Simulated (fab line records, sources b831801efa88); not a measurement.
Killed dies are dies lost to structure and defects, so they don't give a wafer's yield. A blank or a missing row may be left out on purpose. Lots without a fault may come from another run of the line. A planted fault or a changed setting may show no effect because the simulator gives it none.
fab line records | flow sfq_line
record lots=14 wafers=42 last_day=75
route steps=325 shown L0@3 I1@78 M2@101
lots that met no fault: from a run of the same line without faults
start_h: hours from the record's first day to the start of the lot's first wafer shown | wait_h: hours since the lot's step before | " the same as in the row above | L1.1+2: a row that stands for several wafers | - no value, or no start given | * or withheld: withheld | < > ~ a bound
route shown NAME@n: a module of which the file shows steps, and the number in the route of the first | usual: mean/standard deviation of fault-free wafers | same: alike in all rows | chamber/n: place in a boat | sites: the reading at each site | _std_site: their standard deviation | _edge_site: outer sites' mean less inner sites' | radius_mm: how far each site lies from the wafer's centre | mask NAME#n: copy n | behind: the tool/chamber that last shaped the wafer | hold: why the lot was held/for how many hours/how that ended | device: the transistor (n, p or np) that didn't switch | end of line: the same wafers' tests at the end of the route | a step without rows: its recipe alone | killed: dies lost to structure and defects at the first sort, not the wafer's yield | map: a wafer's dies, x killed, . not, _ none there
set.NAME: the setting as run; set.NAME@STEP: as run at that earlier step | model.NAME: the simulator's own value behind a step, which no gauge read
steps of the route over a sample of lots; a table a step, a row a wafer
services: from which hour (start_h, from the record's first day; less than 0 if before it) a tool's chamber was out of use, for how many hours, and why
## steps
# step SFQ_TRILAYER_L0_DEP_SPUTTER_003
# recipe material=MoNx_KI base_pressure_pa=1.33e-06 target_thk_nm=40 power_w=800 time_s=100 chamber_pressure_pa=0.4
# usual throttle_valve_pct=30.3/0.98
# columns lot.wafer tool chamber start_h wait_h throttle_valve_pct
L831.3 pvd_sputter-03 - 12.49 0.0 29.0
L831.4 " - " " 29.7
L831.5 " - " " 29.8
L832.4 pvd_sputter-06 - 17.49 0.0 31.4
L832.5 " - " " 31.3
L832.6 " - " " 32.3
L833.1 pvd_sputter-03 - 22.49 0.0 28.7
L833.2 " - " " 29.7
L833.3 " - " " 30.1
L835.1 pvd_sputter-06 - 32.49 0.0 32.3
L835.2 " - " " 31.1
L835.5 " - " " 32.2
L836.2 pvd_sputter-06 - 37.49 0.0 32.5
L836.4 " - " " 31.2
L836.5 " - " " 31.1
L840.1 pvd_sputter-03 - 57.49 0.0 29.1
L840.3 " - " " 28.5
L840.6 " - " " 30.0
L841.1 pvd_sputter-03 - 62.49 0.0 29.0
L841.5 " - " " 29.0
L841.6 " - " " 29.8
L842.1 pvd_sputter-05 - 67.49 0.0 30.0
L842.4 " - " " 31.0
L842.5 " - " " 29.9
L843.1 pvd_sputter-03 - 72.49 0.0 28.8
L843.2 " - " " 29.3
L843.3 " - " " 29.9
L844.2 pvd_sputter-05 - 77.49 0.0 30.9
L844.4 " - " " 30.0
L844.6 " - " " 29.7
L846.1 pvd_sputter-05 - 87.49 0.0 30.0
L846.4 " - " " 31.1
L846.6 " - " " 30.6
L851.1 pvd_sputter-06 - 112.49 0.0 31.2
L851.3 " - " " 32.5
L851.6 " - " " 31.0
L852.1 pvd_sputter-03 - 117.49 0.0 29.3
L852.3 " - " " 28.7
L852.6 " - " " 30.0
L853.1 pvd_sputter-03 - 122.49 0.0 28.7
L853.4 " - " " 29.0
L853.5 " - " " 30.0
# step SFQ_TRILAYER_L0_ETCH_METAL_ETCH_008
# recipe target=MoNx_KI stop_on=SiO2 mask_material=PR chemistry=SF6/O2 target_depth_nm=50 icp_w=600 bias_w=80 pressure_mtorr=10 time_s=25
# usual drypump_motor_current_A=5.9/0.36 oes_product_au=0.875/0.0066 rf_fwd_power_W=590.7/2.9
# columns lot.wafer tool chamber start_h wait_h drypump_motor_current_A oes_product_au rf_fwd_power_W rf_hours_counter_h
L831.3 rie_metal-04 0 55.89 0.0 6.4 0.873 591.5 -
L831.4 " 1 " " 5.4 0.871 589.3 -
L831.5 " 1 " " 5.4 0.869 592.1 -
L832.4 rie_metal-03 0 61.89 0.0 5.8 0.872 588.6 -
L832.5 " 0 " " 5.8 0.871 588.1 -
L832.6 " 1 " " 5.9 0.873 591.7 -
L833.1 rie_metal-03 0 66.68 0.0 5.8 0.885 587.9 43
L833.2 " 1 " " 5.9 0.876 591.0 94
L833.3 " 1 " " 6.0 0.887 590.7 -
L835.1 rie_metal-03 1 77.48 0.0 6.0 0.862 587.7 96
L835.2 " 0 " " 5.9 0.867 586.8 45
L835.5 " 1 " " 6.0 0.872 588.2 -
L836.2 rie_metal-03 1 81.08 0.0 5.9 0.880 590.0 97
L836.4 " 0 " " 5.9 0.865 587.5 -
L836.5 " 1 " " 6.0 0.869 590.2 -
L840.1 rie_metal-02 1 106.38 0.0 6.2 0.880 588.1 152
L840.3 " 0 " " 5.6 0.887 596.3 -
L840.6 " 1 " " 6.3 0.875 589.5 -
L841.1 rie_metal-03 1 113.58 0.0 6.0 0.874 590.3 104
L841.5 " 1 " " 5.9 0.871 589.1 -
L841.6 " 0 " " 5.9 0.874 587.1 -
L842.1 rie_metal-04 0 118.38 0.0 6.4 0.866 591.8 154
L842.4 " 0 " " 6.4 0.866 593.3 -
L842.5 " 1 " " 5.4 0.875 589.4 -
L843.1 rie_metal-04 0 121.98 0.0 6.4 0.870 590.3 154
L843.2 " 1 " " 5.4 0.884 590.4 100
L843.3 " 1 " " 5.4 0.875 590.0 -
L844.2 rie_metal-03 0 126.78 0.0 5.8 0.878 585.3 55
L844.4 " 1 " " 6.0 0.880 590.5 -
L844.6 " 0 " " 5.9 0.873 588.9 -
L846.1 rie_metal-04 0 136.38 0.0 6.4 0.882 588.8 157
L846.4 " 1 " " 5.4 0.868 591.8 -
L846.6 " 1 " " 5.4 0.866 594.0 -
L851.1 rie_metal-04 0 162.94 0.0 6.4 0.874 588.1 161
L851.3 " 1 " " 5.4 0.880 589.4 -
L851.6 " 0 " " 6.4 0.869 589.5 -
L852.1 rie_metal-04 0 165.18 0.0 6.4 0.887 590.9 162
L852.3 " 1 " " 5.4 0.877 590.3 -
L852.6 " 1 " " 5.4 0.880 590.9 -
L853.1 rie_metal-04 0 172.64 0.0 6.4 0.882 592.1 163
L853.4 " 1 " " 5.4 0.872 593.0 -
L853.5 " 0 " " 6.4 0.877 594.7 -
# step SFQ_TRILAYER_I1_VIA_LITHO_COAT_049
# recipe resist=KrF spin_rpm=3000 resist_thk_nm=650
# usual spin_speed_rpm=3000.2/1.9
# columns lot.wafer tool chamber start_h wait_h spin_speed_rpm
L831.3 litho_track-04 0 305.41 0.2 3000.5
L831.4 " 0 " " 3003.3
L831.5 " 0 " " 2999.5
L832.4 litho_track-03 0 310.54 0.2 2998.4
L832.5 " 0 " " 3002.1
L832.6 " 0 " " 2998.2
L833.1 litho_track-03 0 319.39 0.2 3002.5
L833.2 " 0 " " 2999.9
L833.3 " 0 " " 2998.8
L835.1 litho_track-03 0 325.39 0.2 3001.3
L835.2 " 0 " " 2999.0
L835.5 " 0 " " 3000.4
L836.2 litho_track-01 0 335.59 0.2 2997.9
L836.4 " 0 " " 2998.3
L836.5 " 0 " " 3001.0
L840.1 litho_track-01 0 371.94 0.2 3002.0
L840.3 " 0 " " 3001.6
L840.6 " 0 " " 3002.4
L841.1 litho_track-01 0 384.86 0.2 3001.7
L841.5 " 0 " " 3002.4
L841.6 " 0 " " 3000.3
L842.1 litho_track-03 0 399.94 0.2 3003.6
L842.4 " 0 " " 3001.6
L842.5 " 0 " " 3001.6
L843.1 litho_track-01 0 401.74 0.2 2999.0
L843.2 " 0 " " 2997.7
L843.3 " 0 " " 3001.8
L844.2 litho_track-03 0 421.00 0.2 3004.4
L844.4 " 0 " " 3001.6
L844.6 " 0 " " 2998.6
L846.1 litho_track-01 0 429.95 0.2 3002.1
L846.4 " 0 " " 3001.4
L846.6 " 0 " " 3000.9
L851.1 litho_track-04 0 467.30 0.2 2997.6
L851.3 " 0 " " 2997.0
L851.6 " 0 " " 2998.1
L852.1 litho_track-01 0 480.50 0.2 2533.2
L852.3 " 0 " " 2535.2
L852.6 " 0 " " 2535.3
L853.1 litho_track-01 0 490.12 0.2 2531.1
L853.4 " 0 " " 2530.3
L853.5 " 0 " " 2531.5
# step SFQ_TRILAYER_M2_STRIP_STRIP_061
# recipe gas=O2 power_w=200 platen_temp_c=40 overash_fraction=0.65 chemistry=O2 pressure_mtorr=50
# usual drypump_motor_current_A=5.85/0.28 oes_product_au=0.997/0.01
# same overash_fraction=0.65
# columns lot.wafer tool chamber start_h wait_h drypump_motor_current_A oes_product_au rf_hours_counter_h
L831.3 rie_metal-01 0 478.83 0.2 5.74 1.004 -
L831.4 " 1 " " 5.83 0.991 -
L831.5 " 0 " " 5.73 1.010 -
L832.4 rie_metal-04 1 486.03 0.2 5.39 0.997 -
L832.5 " 0 " " 6.39 0.985 -
L832.6 " 1 " " 5.39 0.988 -
L833.1 rie_metal-03 1 499.03 0.1 5.96 1.000 171
L833.2 " 0 " " 5.91 1.015 132
L833.3 " 0 " " 5.94 1.012 -
L835.1 rie_metal-01 1 507.43 0.1 5.83 0.976 72
L835.2 " 0 " " 5.75 1.002 103
L835.5 " 1 " " 5.83 0.977 -
L836.2 rie_metal-04 0 520.63 0.1 6.37 1.002 33
L836.4 " 0 " " 6.37 0.999 -
L836.5 " 1 " " 5.43 0.996 -
L840.1 rie_metal-01 1 569.96 0.1 5.86 0.992 84
L840.3 " 1 " " 5.86 0.995 -
L840.6 " 1 " " 5.86 0.992 -
L841.1 rie_metal-04 1 588.81 0.1 5.41 0.984 4
L841.5 " 0 " " 6.33 1.007 -
L841.6 " 1 " " 5.42 0.993 -
L842.1 rie_metal-03 1 600.87 0.1 5.96 0.993 11
L842.4 " 1 " " 5.95 1.005 -
L842.5 " 1 " " 5.94 1.002 -
L843.1 rie_metal-01 0 604.41 0.1 5.76 0.993 121
L843.2 " 1 " " 5.86 0.990 90
L843.3 " 0 " " 5.75 0.996 -
L844.2 rie_metal-03 1 622.55 0.1 5.95 0.993 15
L844.4 " 0 " " 5.86 0.997 -
L844.6 " 1 " " 5.93 0.995 -
L846.1 rie_metal-04 0 636.81 0.1 6.38 1.016 52
L846.4 " 1 " " 5.46 1.006 -
L846.6 " 0 " " 6.39 1.010 -
L851.1 rie_metal-01 0 675.21 0.1 5.76 0.995 133
L851.3 " 0 " " 5.76 1.001 -
L851.6 " 1 " " 5.91 0.979 -
L852.1 rie_metal-03 0 690.81 0.1 5.78 1.004 172
L852.3 " 1 " " 5.95 1.002 -
L852.6 " 1 " " 5.95 0.994 -
L853.1 rie_metal-01 0 708.36 0.1 5.78 0.996 138
L853.4 " 0 " " 5.78 0.992 -
L853.5 " 0 " " 5.76 1.001 -
## services
# columns tool chamber start_h hours kind
pvd_sputter-06 - 24.15 8.0 repair
rie_metal-03 - 119.00 0.2 repair
rie_metal-04 1 156.14 1.6 repair
rie_metal-04 - 205.07 0.6 repair
rie_metal-03 - 211.18 1.1 repair
rie_metal-03 1 216.37 18.4 repair
pvd_sputter-03 - 218.16 1.4 repair
pvd_sputter-06 - 240.76 1.7 repair
pvd_sputter-06 - 257.24 3.9 repair
pvd_sputter-03 - 261.42 4.3 repair
rie_metal-04 1 263.21 12.3 repair
rie_metal-03 1 354.09 18.4 repair
pvd_sputter-06 - 388.16 3.8 repair
rie_metal-04 - 422.13 2.8 pm
rie_metal-01 0 433.15 4.7 repair
rie_metal-01 - 440.11 0.6 repair
rie_metal-01 - 447.64 0.7 repair
pvd_sputter-03 - 453.32 9.2 repair
rie_metal-03 - 483.34 2.8 pm
rie_metal-03 1 506.63 8.8 repair
rie_metal-04 0 521.61 29.2 repair
rie_metal-04 - 525.75 1.4 pm
pvd_sputter-03 - 578.06 5.2 repair
rie_metal-01 - 621.76 5.8 repair
## key
first_sign step=SFQ_TRILAYER_I1_VIA_LITHO_COAT_049 reading=spin_speed_rpm direction=down sigmas=99+ usual=3000.2 struck=2532.8
effect none on later readings
met_at SFQ_TRILAYER_I1_VIA_LITHO_COAT_049
struck_lots L852,L853
not_acting_at SFQ_TRILAYER_L0_DEP_SPUTTER_003,SFQ_TRILAYER_L0_ETCH_METAL_ETCH_008,SFQ_TRILAYER_M2_STRIP_STRIP_061
onset_between 429.95 480.50
fault kind=process_parameter_drift tool=litho_track-01 chamber=- onset_h=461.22 steps=SFQ_TRILAYER_I1_VIA_LITHO_COAT_049 channel=spin_rpm offset=-466.62 shape=step end_h=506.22 acts_in=these_recipes_only stated=3000
